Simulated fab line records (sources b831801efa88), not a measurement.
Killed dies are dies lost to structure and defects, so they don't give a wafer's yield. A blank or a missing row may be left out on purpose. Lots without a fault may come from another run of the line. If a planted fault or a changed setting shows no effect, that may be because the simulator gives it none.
What tool caused it? ; flow sky130 ; Sampling: 7 lots, 21 wafers, 3 of 708 route steps

## WHAT THE GAUGES SHOWED, per wafer
SKY_NWELL_RS_MEAS_29: uses a four-point probe to measure.
lot;measured;on;NWELL_RS (ohm/sq)
L446;day 5 13:38;filmMetro-03;628.8 628.4 629.5
L448;day 6 02:41;filmMetro-03;624.4 626.0 625.2
L456;day 8 00:43;filmMetro-04;649.4 649.6 650.6
L458;day 8 14:23;filmMetro-03;623.8 624.4 625.5
L462;day 9 13:53;filmMetro-03;623.6 625.2 624.8
L464;day 10 03:01;filmMetro-04;624.5 622.9 623.4
L466;day 10 13:11;filmMetro-03;626.6 626.9 624.3

## WHAT TOOL EACH LOT RAN ON (gives the tool, then ch and the chambers of the sampled wafers, and finally the start)
lot;SKY_FIELD_ISO_ETCH_17;SKY_NWELL_IMPLANT_13
L446;rieSi-02 ch 0,2,3, day 2 11:00;implanter-03 ch 0, day 4 18:31
L448;rieSi-02 ch 0,2, day 2 21:15;implanter-03 ch 0, day 5 07:40
L456;rieSi-01 ch 0,1,3, day 4 15:32;implanter-03, day 7 05:15
L458;rieSi-02 ch 0,2, day 5 01:36;implanter-01 ch 0, day 7 16:36
L462;rieSi-02 ch 0,2,3, day 5 20:27;implanter-02 ch 0, day 8 16:22
L464;rieSi-01 ch 0,2,3, day 6 09:02;implanter-02 ch 0, day 9 05:13
L466;rieSi-01 ch 2,3, day 6 17:57;implanter-02 ch 0, day 9 14:29
- SKY_FIELD_ISO_ETCH_17: etches Si in HBr/Cl2/O2, target depth 342 nm, time 97.7 s.
- SKY_NWELL_IMPLANT_13

## THE ANSWER, worked out from the rows above alone
Rule: what is usual is taken from the lots themselves. Put in order of their means at a reading, lots are off if they are a third of the lots or fewer, leave a main group of 4 or more, and stand apart from it by a gap of 3 or more times the standard deviation of the main group's means; of several such gaps the widest counts. The tables above print the reading to a certain number of digits; a main group whose means all agree to those digits is not used. A lot without any number at a reading at which 4 lots or more have one is off too. The other lots that the step has rows for count as sound.
Off: at SKY_NWELL_RS_MEAS_29 (NWELL_RS), L456. The main group has a mean of 625.5 ohm/sq with a standard deviation of 1.7.
If a tool, at a process step before that reading, ran all the lots that are off and no sound lot after the first of them, it fits. Gauges at SKY_NWELL_RS_MEAS_29: tried the same way as those tools. One fits: SKY_NWELL_IMPLANT_13 on implanter-03. A fault onset in the window from L448 (day 5 07:40, its last sound lot) to L456 (day 7 05:15, its first lot off) fits.

## WHAT THE SIMULATOR HAD INSERTED
Beginning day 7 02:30, the whole step at SKY_NWELL_IMPLANT_13 was skipped on implanter-03. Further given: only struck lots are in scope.
Lots struck among those shown: L456. The rule given above showed the same thing.
